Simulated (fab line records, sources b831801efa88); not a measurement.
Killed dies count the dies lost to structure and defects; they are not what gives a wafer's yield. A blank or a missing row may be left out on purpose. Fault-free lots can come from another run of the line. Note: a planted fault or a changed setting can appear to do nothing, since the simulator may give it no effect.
Which tool did it? / flow sky130 / 15 lots with 45 wafers sampled at 2 steps, on a route of 708 steps

== WHAT EACH GAUGE READ, for each wafer ==
SKY_LDD_P_CD_MEAS_07: target cd 380 nm.
lot=L872; measured=day 18 12:22; on=cd-sem-02; cd-nm (nm)=379.6 380.5 379.1
lot=L873; measured=day 18 23:15; on=cd-sem-02; cd-nm (nm)=380.3 382.7 380.6
lot=L874; measured=day 18 22:11; on=cd-sem-01; cd-nm (nm)=380.9 380.2 377.5
lot=L876; measured=day 20 05:45; on=cd-sem-01; cd-nm (nm)=385.0 385.5 385.0
lot=L878; measured=day 20 23:54; on=cd-sem-02; cd-nm (nm)=379.9 380.4 382.6
lot=L879; measured=day 21 12:48; on=cd-sem-02; cd-nm (nm)=382.3 382.0 381.6
lot=L880; measured=day 21 13:07; on=cd-sem-01; cd-nm (nm)=384.2 381.4 380.5
lot=L881; measured=day 22 03:47; on=cd-sem-02; cd-nm (nm)=377.6 376.8 375.1
lot=L887; measured=day 24 12:12; on=cd-sem-02; cd-nm (nm)=383.5 382.1 383.5
lot=L888; measured=day 25 15:31; on=cd-sem-02; cd-nm (nm)=376.1 375.8 375.9
lot=L889; measured=day 25 16:47; on=cd-sem-01; cd-nm (nm)=377.2 375.7 377.9
lot=L893; measured=day 26 23:50; on=cd-sem-02; cd-nm (nm)=374.5 377.3 377.2
lot=L892; measured=day 27 01:22; on=cd-sem-02; cd-nm (nm)=376.6 379.1 378.8
lot=L894; measured=day 27 02:04; on=cd-sem-02; cd-nm (nm)=383.2 384.5 381.8
lot=L895; measured=day 28 23:52; on=cd-sem-01; cd-nm (nm)=383.7 383.7 381.5

== EACH LOT AND THE TOOL THAT RAN IT (in order: tool; ch and the chambers of the sampled wafers; start) ==
lot=L872; SKY_RES_PROTECT_STRIP_07=plasma-asher-04 ch 0,1, day 14 17:53
lot=L873; SKY_RES_PROTECT_STRIP_07=plasma-asher-04 ch 0,1, day 15 02:46
lot=L874; SKY_RES_PROTECT_STRIP_07=plasma-asher-04 ch 0,1, day 15 03:42
lot=L876; SKY_RES_PROTECT_STRIP_07=plasma-asher-04 ch 0,1, day 16 07:52
lot=L878; SKY_RES_PROTECT_STRIP_07=plasma-asher-02 ch 0,1, day 16 22:53
lot=L879; SKY_RES_PROTECT_STRIP_07=plasma-asher-04 ch 0,1, day 17 08:37
lot=L880; SKY_RES_PROTECT_STRIP_07=plasma-asher-02 ch 0,1, day 17 11:29
lot=L881; SKY_RES_PROTECT_STRIP_07=plasma-asher-04 ch 0,1, day 18 02:28
lot=L887; SKY_RES_PROTECT_STRIP_07=plasma-asher-04 ch 0,1, day 20 09:58
lot=L888; SKY_RES_PROTECT_STRIP_07=plasma-asher-04 ch 0,1, day 21 17:01
lot=L889; SKY_RES_PROTECT_STRIP_07=plasma-asher-02 ch 0,1, day 21 17:37
lot=L893; SKY_RES_PROTECT_STRIP_07=plasma-asher-02 ch 0,1, day 22 21:49
lot=L892; SKY_RES_PROTECT_STRIP_07=plasma-asher-02 ch 0,1, day 23 02:14
lot=L894; SKY_RES_PROTECT_STRIP_07=plasma-asher-01 ch 0,1, day 23 04:54
lot=L895; SKY_RES_PROTECT_STRIP_07=plasma-asher-04 ch 0,1, day 25 04:47
- SKY_RES_PROTECT_STRIP_07: strips in O2/N2.

== AS READ BY THE TOOLS THEMSELVES (means over the sampled wafers that have a number; for cases with no such wafer, the mark the record gives instead) ==
SKY_RES_PROTECT_STRIP_07.
lot=L872; tool=plasma-asher-04; chamber-pressure-mTorr (mTorr)=1500.7; drypump-motor-current-A (A)=5.4; oes-product-au (a.u.)=0.521; strip-time-to-endpoint-s (s)=23.35
lot=L873; tool=plasma-asher-04; chamber-pressure-mTorr (mTorr)=1499.3; drypump-motor-current-A (A)=5.3; oes-product-au (a.u.)=0.517; strip-time-to-endpoint-s (s)=23.31
lot=L874; tool=plasma-asher-04; chamber-pressure-mTorr (mTorr)=1499.9; drypump-motor-current-A (A)=5.3; oes-product-au (a.u.)=0.519; strip-time-to-endpoint-s (s)=23.30
lot=L876; tool=plasma-asher-04; chamber-pressure-mTorr (mTorr)=1500.0; drypump-motor-current-A (A)=5.3; oes-product-au (a.u.)=0.521; strip-time-to-endpoint-s (s)=23.23
lot=L878; tool=plasma-asher-02; chamber-pressure-mTorr (mTorr)=1499.7; drypump-motor-current-A (A)=5.9; oes-product-au (a.u.)=0.517; strip-time-to-endpoint-s (s)=23.34
lot=L879; tool=plasma-asher-04; chamber-pressure-mTorr (mTorr)=1501.2; drypump-motor-current-A (A)=5.3; oes-product-au (a.u.)=0.518; strip-time-to-endpoint-s (s)=23.27
lot=L880; tool=plasma-asher-02; chamber-pressure-mTorr (mTorr)=1500.7; drypump-motor-current-A (A)=5.9; oes-product-au (a.u.)=0.515; strip-time-to-endpoint-s (s)=23.30
lot=L881; tool=plasma-asher-04; chamber-pressure-mTorr (mTorr)=1499.5; drypump-motor-current-A (A)=5.3; oes-product-au (a.u.)=0.518; strip-time-to-endpoint-s (s)=23.28
lot=L887; tool=plasma-asher-04; chamber-pressure-mTorr (mTorr)=1500.8; drypump-motor-current-A (A)=5.3; oes-product-au (a.u.)=0.517; strip-time-to-endpoint-s (s)=23.33
lot=L888; tool=plasma-asher-04; chamber-pressure-mTorr (mTorr)=1499.5; drypump-motor-current-A (A)=5.3; oes-product-au (a.u.)=0.520; strip-time-to-endpoint-s (s)=23.29
lot=L889; tool=plasma-asher-02; chamber-pressure-mTorr (mTorr)=1498.5; drypump-motor-current-A (A)=5.9; oes-product-au (a.u.)=0.516; strip-time-to-endpoint-s (s)=23.33
lot=L893; tool=plasma-asher-02; chamber-pressure-mTorr (mTorr)=1498.8; drypump-motor-current-A (A)=5.8; oes-product-au (a.u.)=0.520; strip-time-to-endpoint-s (s)=23.36
lot=L892; tool=plasma-asher-02; chamber-pressure-mTorr (mTorr)=1501.3; drypump-motor-current-A (A)=5.8; oes-product-au (a.u.)=0.519; strip-time-to-endpoint-s (s)=23.34
lot=L894; tool=plasma-asher-01; chamber-pressure-mTorr (mTorr)=1500.4; drypump-motor-current-A (A)=6.0; oes-product-au (a.u.)=0.515; strip-time-to-endpoint-s (s)=23.34
lot=L895; tool=plasma-asher-04; chamber-pressure-mTorr (mTorr)=1499.8; drypump-motor-current-A (A)=5.3; oes-product-au (a.u.)=0.519; strip-time-to-endpoint-s (s)=23.33

== THE ANSWER, worked out from the rows above alone ==
Rule: the lots themselves supply what counts as usual. The widest of any qualifying gaps counts: lots, ordered by their means at a reading, are off when they make up no more than a third of the lots, leave a main group of 4 or more, and stand apart from it by 3 or more times the standard deviation of that group's means. A main group whose means are all the same, to the digits that the tables above print for the reading, isn't used. Also off: a lot with no number at a reading for which 4 or more lots have one. All remaining lots with rows at the step are treated as sound. The gauges are gone through in route order, then the tools' own readings, and for those a lot's mean is taken as printed above. The first step at which some lot is off is used, and at that step the reading that is off furthest; a lot without a number counts as furthest.
None of the lots is off at any reading shown; this tells nothing.

== WHAT THE SIMULATOR PUT IN ==
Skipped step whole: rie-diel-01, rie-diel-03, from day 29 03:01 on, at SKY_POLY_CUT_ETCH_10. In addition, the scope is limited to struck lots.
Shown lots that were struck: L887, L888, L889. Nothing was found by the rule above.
